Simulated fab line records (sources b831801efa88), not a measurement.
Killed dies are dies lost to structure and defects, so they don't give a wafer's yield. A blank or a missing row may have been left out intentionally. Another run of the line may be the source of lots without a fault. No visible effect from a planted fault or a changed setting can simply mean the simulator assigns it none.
fab line records -- flow sky130
record: lots: 15, wafers: 45, lastDay: 50
route steps=708 shown PWDE@84 VT_ADJUST_LVTN@103 SONOS_TUNNEL@162 POLY_GATE@227
lots with no fault: from the same line, run without faults
startH: the number of hours between the record's first day and the start of the first shown wafer of the lot -- waitH: time in hours since the lot's previous step -- " repeats the value in the row above -- L1.1+2: several wafers, shown together as one row -- - no value, or no start given -- * or withheld: withheld -- < > ~ a bound
route shown NAME@n: NAME is a module with steps in the file, n the number in the route of the first one -- usual: mean and standard deviation over wafers with no fault -- same: alike in all rows -- chamber/n: place in a boat -- sites: per-site readings -- _std_site: their standard deviation -- _edge_site: the outer-site mean with the inner-site mean subtracted -- radiusMm: how far each site lies from the wafer's centre -- mask NAME#n: copy n -- behind: tool/chamber where the wafer was last shaped -- hold: what put the lot on hold/how long, in hours/how the hold closed -- device: the transistor (n, p or np) that didn't switch -- end of line: the route-end tests of the same wafers -- a step with no rows: only its recipe -- killed: dies that structure and defects cost at the first sort, which is not the same as the wafer's yield -- map: a wafer's dies, x killed, . not, _ none there
set.NAME: setting as actually run; set.NAME@STEP: the setting as run at that earlier step -- model.NAME: the simulator's own value behind a step, which no gauge read
route steps across a sampled set of lots; one table per step, one row per wafer
== steps ==
step: SKY_NWELL_RS_MEAS_31
recipe: thkMeasGauge: four-point-probe
usual: PWDE_RS: 5286/19
lot.wafer,tool,chamber,startH,waitH,PWDE_RS[ohm/sq]
L955.2,filmMetro-02,-,123.87,0.1,5286
L955.3,filmMetro-02,-,123.87,0.1,5312
L955.5,filmMetro-02,-,123.87,0.1,5289
L956.1,filmMetro-01,-,126.07,0.1,5313
L956.4,filmMetro-01,-,126.07,0.1,5294
L956.5,filmMetro-01,-,126.07,0.1,5292
L957.1,filmMetro-01,-,130.38,0.1,5285
L957.4,filmMetro-01,-,130.38,0.1,5290
L957.6,filmMetro-01,-,130.38,0.1,5301
L958.1,filmMetro-02,-,135.97,0.1,5246
L958.3,filmMetro-02,-,135.97,0.1,5267
L958.5,filmMetro-02,-,135.97,0.1,5267
L959.3,filmMetro-03,-,141.59,0.1,5265
L959.5,filmMetro-03,-,141.59,0.1,5272
L959.6,filmMetro-03,-,141.59,0.1,5295
L960.1,filmMetro-01,-,147.25,0.1,5326
L960.3,filmMetro-01,-,147.25,0.1,5311
L960.4,filmMetro-01,-,147.25,0.1,5311
L961.2,filmMetro-01,-,153.94,0.1,5290
L961.5,filmMetro-01,-,153.94,0.1,5288
L961.6,filmMetro-01,-,153.94,0.1,5287
L962.3,filmMetro-03,-,159.51,0.1,5278
L962.4,filmMetro-03,-,159.51,0.1,5287
L962.6,filmMetro-03,-,159.51,0.1,5285
L970.3,filmMetro-03,-,209.49,0.1,5295
L970.4,filmMetro-03,-,209.49,0.1,5302
L970.6,filmMetro-03,-,209.49,0.1,5281
L969.1,filmMetro-01,-,211.07,0.1,5303
L969.2,filmMetro-01,-,211.07,0.1,5293
L969.5,filmMetro-01,-,211.07,0.1,5311
L971.2,filmMetro-03,-,216.77,0.1,5276
L971.3,filmMetro-03,-,216.77,0.1,5282
L971.4,filmMetro-03,-,216.77,0.1,5273
L972.1,filmMetro-01,-,221.30,0.1,5289
L972.2,filmMetro-01,-,221.30,0.1,5292
L972.6,filmMetro-01,-,221.30,0.1,5314
L973.1,filmMetro-02,-,229.06,0.1,5251
L973.5,filmMetro-02,-,229.06,0.1,5252
L973.6,filmMetro-02,-,229.06,0.1,5249
L975.3,filmMetro-02,-,235.59,0.1,5299
L975.4,filmMetro-02,-,235.59,0.1,5283
L975.6,filmMetro-02,-,235.59,0.1,5303
L976.2,filmMetro-03,-,244.23,0.1,5282
L976.4,filmMetro-03,-,244.23,0.1,5276
L976.5,filmMetro-03,-,244.23,0.1,5294
step: SKY_VT_ADJUST_LVTN_DEVELOP_06
recipe: wallAngleDeg: 90, developer: TMAH, developTimeS: 60, devTempC: 23
usual: chillPlateTempC: 22.98/0.11, developTimeS: 60/0
lot.wafer,tool,chamber,startH,waitH,chillPlateTempC,developTimeS
L955.2,lithoTrack-03,0,162,-,22.95,60
L955.3,lithoTrack-03,0,162,-,23.07,60
L955.5,lithoTrack-03,0,162,-,23.14,60
L956.1,lithoTrack-02,0,165,-,22.87,60
L956.4,lithoTrack-02,0,165,-,23.10,60
L956.5,lithoTrack-02,0,165,-,23.03,60
L957.1,lithoTrack-03,0,168,-,22.98,60
L957.4,lithoTrack-03,0,168,-,23.05,60
L957.6,lithoTrack-03,0,168,-,22.98,60
L958.1,lithoTrack-04,0,176,-,22.96,60
L958.3,lithoTrack-04,0,176,-,23.12,60
L958.5,lithoTrack-04,0,176,-,23.06,60
L959.3,lithoTrack-02,0,181,-,23.04,60
L959.5,lithoTrack-02,0,181,-,23.08,60
L959.6,lithoTrack-02,0,181,-,23.08,60
L960.1,lithoTrack-02,0,188,-,22.92,60
L960.3,lithoTrack-02,0,188,-,22.83,60
L960.4,lithoTrack-02,0,188,-,23.01,60
L961.2,lithoTrack-04,0,195,-,22.93,60
L961.5,lithoTrack-04,0,195,-,22.95,60
L961.6,lithoTrack-04,0,195,-,22.92,60
L962.3,lithoTrack-04,0,201,-,23.11,60
L962.4,lithoTrack-04,0,201,-,23.10,60
L962.6,lithoTrack-04,0,201,-,23.03,60
L970.3,lithoTrack-04,-,255,-,-,-
L970.4,lithoTrack-04,-,255,-,-,-
L970.6,lithoTrack-04,-,255,-,-,-
L969.1,lithoTrack-02,-,256,-,-,-
L969.2,lithoTrack-02,-,256,-,-,-
L969.5,lithoTrack-02,-,256,-,-,-
L971.2,lithoTrack-03,-,262,-,-,-
L971.3,lithoTrack-03,-,262,-,-,-
L971.4,lithoTrack-03,-,262,-,-,-
L972.1,lithoTrack-02,0,267,-,22.82,60
L972.2,lithoTrack-02,0,267,-,23.09,60
L972.6,lithoTrack-02,0,267,-,22.90,60
L973.1,lithoTrack-04,0,276,-,22.93,60
L973.5,lithoTrack-04,0,276,-,22.86,60
L973.6,lithoTrack-04,0,276,-,22.75,60
L975.3,lithoTrack-03,0,282,-,23.02,60
L975.4,lithoTrack-03,0,282,-,22.94,60
L975.6,lithoTrack-03,0,282,-,22.89,60
L976.2,lithoTrack-02,0,291,-,23.00,60
L976.4,lithoTrack-02,0,291,-,23.06,60
L976.5,lithoTrack-02,0,291,-,23.05,60
step: SKY_SONOS_TUNNEL_OVL_MEAS_08
usual: SONOS_TUNNEL_OVL: 0.1/1.4
lot.wafer,tool,chamber,startH,waitH,SONOS_TUNNEL_OVL[nm]
L955.2,overlay-02,-,273.14,0.1,0.6
L955.3,overlay-02,-,273.14,0.1,2.0
L955.5,overlay-02,-,273.14,0.1,1.6
L956.1,overlay-02,-,278.35,0.1,0.6
L956.4,overlay-02,-,278.35,0.1,0.8
L956.5,overlay-02,-,278.35,0.1,2.1
L957.1,overlay-01,-,281.60,0.1,1.3
L957.4,overlay-01,-,281.60,0.1,0.7
L957.6,overlay-01,-,281.60,0.1,0.7
L958.1,overlay-02,-,290.78,0.1,0.3
L958.3,overlay-02,-,290.78,0.1,-0.9
L958.5,overlay-02,-,290.78,0.1,-0.6
L959.3,overlay-01,-,296.45,0.1,-2.6
L959.5,overlay-01,-,296.45,0.1,-0.4
L959.6,overlay-01,-,296.45,0.1,-1.7
L960.1,overlay-02,-,306.30,0.1,0.7
L960.3,overlay-02,-,306.30,0.1,0.9
L960.4,overlay-02,-,306.30,0.1,0.2
L961.2,overlay-01,-,316.28,0.1,-1.2
L961.5,overlay-01,-,316.28,0.1,-2.3
L961.6,overlay-01,-,316.28,0.1,-0.9
L962.3,overlay-02,-,322.31,0.1,0.3
L962.4,overlay-02,-,322.31,0.1,-0.5
L962.6,overlay-02,-,322.31,0.1,0.1
L970.3,overlay-01,-,387.89,0.1,-0.2
L970.4,overlay-01,-,387.89,0.1,-0.8
L970.6,overlay-01,-,387.89,0.1,1.0
L969.1,overlay-02,-,388.00,0.1,-0.9
L969.2,overlay-02,-,388.00,0.1,0.2
L969.5,overlay-02,-,388.00,0.1,0.3
L971.2,overlay-02,-,395.79,0.1,-0.9
L971.3,overlay-02,-,395.79,0.1,-0.3
L971.4,overlay-02,-,395.79,0.1,1.1
L972.1,overlay-02,-,401.24,0.1,1.0
L972.2,overlay-02,-,401.24,0.1,0.7
L972.6,overlay-02,-,401.24,0.1,-0.2
L973.1,overlay-02,-,412.14,0.1,1.9
L973.5,overlay-02,-,412.14,0.1,0.8
L973.6,overlay-02,-,412.14,0.1,1.6
L975.3,overlay-01,-,418.80,0.1,0.7
L975.4,overlay-01,-,418.80,0.1,1.5
L975.6,overlay-01,-,418.80,0.1,0.1
L976.2,overlay-02,-,431.19,0.1,0.7
L976.4,overlay-02,-,431.19,0.1,2.8
L976.5,overlay-02,-,431.19,0.1,1.0
step: SKY_POLY_GATE_CD_MEAS_13
recipe: targetCdNm: 150
usual: cdNm: 149.7/1.5
lot.wafer,tool,chamber,startH,waitH,cdNm
L955.2,cdSem-02,-,396.11,-,148.2
L955.3,cdSem-02,-,396.11,-,147.9
L955.5,cdSem-02,-,396.11,-,146.7
L956.1,cdSem-02,-,401.31,-,150.8
L956.4,cdSem-02,-,401.31,-,148.5
L956.5,cdSem-02,-,401.31,-,150.3
L957.1,cdSem-02,-,408.92,-,149.9
L957.4,cdSem-02,-,408.92,-,149.0
L957.6,cdSem-02,-,408.92,-,148.9
L958.1,cdSem-02,-,417.16,-,148.0
L958.3,cdSem-02,-,417.16,-,149.5
L958.5,cdSem-02,-,417.16,-,150.1
L959.3,cdSem-02,-,424.41,-,148.9
L959.5,cdSem-02,-,424.41,-,147.5
L959.6,cdSem-02,-,424.41,-,148.1
L960.1,cdSem-02,-,431.41,-,152.3
L960.3,cdSem-02,-,431.41,-,150.2
L960.4,cdSem-02,-,431.41,-,150.8
L961.2,cdSem-02,-,448.18,-,151.6
L961.5,cdSem-02,-,448.18,-,151.9
L961.6,cdSem-02,-,448.18,-,150.5
L962.3,cdSem-02,-,459.27,-,145.5
L962.4,cdSem-02,-,459.27,-,147.9
L962.6,cdSem-02,-,459.27,-,146.8
L970.3,cdSem-02,-,521.27,-,150.4
L970.4,cdSem-02,-,521.27,-,149.7
L970.6,cdSem-02,-,521.27,-,149.8
L969.1,cdSem-02,-,523.97,-,150.8
L969.2,cdSem-02,-,523.97,-,150.6
L969.5,cdSem-02,-,523.97,-,151.9
L971.2,cdSem-02,-,530.14,-,150.3
L971.3,cdSem-02,-,530.14,-,148.5
L971.4,cdSem-02,-,530.14,-,148.0
L972.1,cdSem-02,-,539.38,-,147.2
L972.2,cdSem-02,-,539.38,-,147.8
L972.6,cdSem-02,-,539.38,-,147.1
L973.1,cdSem-01,-,546.97,-,152.2
L973.5,cdSem-01,-,546.97,-,151.4
L973.6,cdSem-01,-,546.97,-,152.8
L975.3,cdSem-01,-,553.01,-,150.9
L975.4,cdSem-01,-,553.01,-,149.9
L975.6,cdSem-01,-,553.01,-,150.3
L976.2,cdSem-01,-,569.79,-,150.5
L976.4,cdSem-01,-,569.79,-,149.6
L976.5,cdSem-01,-,569.79,-,149.6
== key ==
firstSign: step: SKY_VT_ADJUST_LVTN_DEVELOP_06, reading: toolRecord, direction: missing
effect none on later readings
metAt SKY_VT_ADJUST_LVTN_DEVELOP_06
struckLots L969,L970,L971
sortLeftOut L969.1,L969.2,L969.5,L970.3,L970.4,L970.6,L971.2,L971.3,L971.4
testerLeftOut L969,L970,L971
notActingAt SKY_NWELL_RS_MEAS_31,SKY_SONOS_TUNNEL_OVL_MEAS_08,SKY_POLY_GATE_CD_MEAS_13
onsetBetween 201 255
fault: kind: skippedStepWhole, tool: lithoTrack-02,lithoTrack-03,lithoTrack-04, chamber: -, onsetH: 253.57, steps: SKY_VT_ADJUST_LVTN_DEVELOP_06, scope: struckLotsOnly
testerLeftOut: of these lots the tester's yield and bins aren't shown, on N5 and GAA mostly nor the transistor test; their killed dies are dies lost to structure and defects alone, not to doping, threshold or leakage, so they don't give the yield
sortLeftOut: the simulated sort isn't trusted on such a fault, so these wafers' sort isn't shown, and their yield isn't known
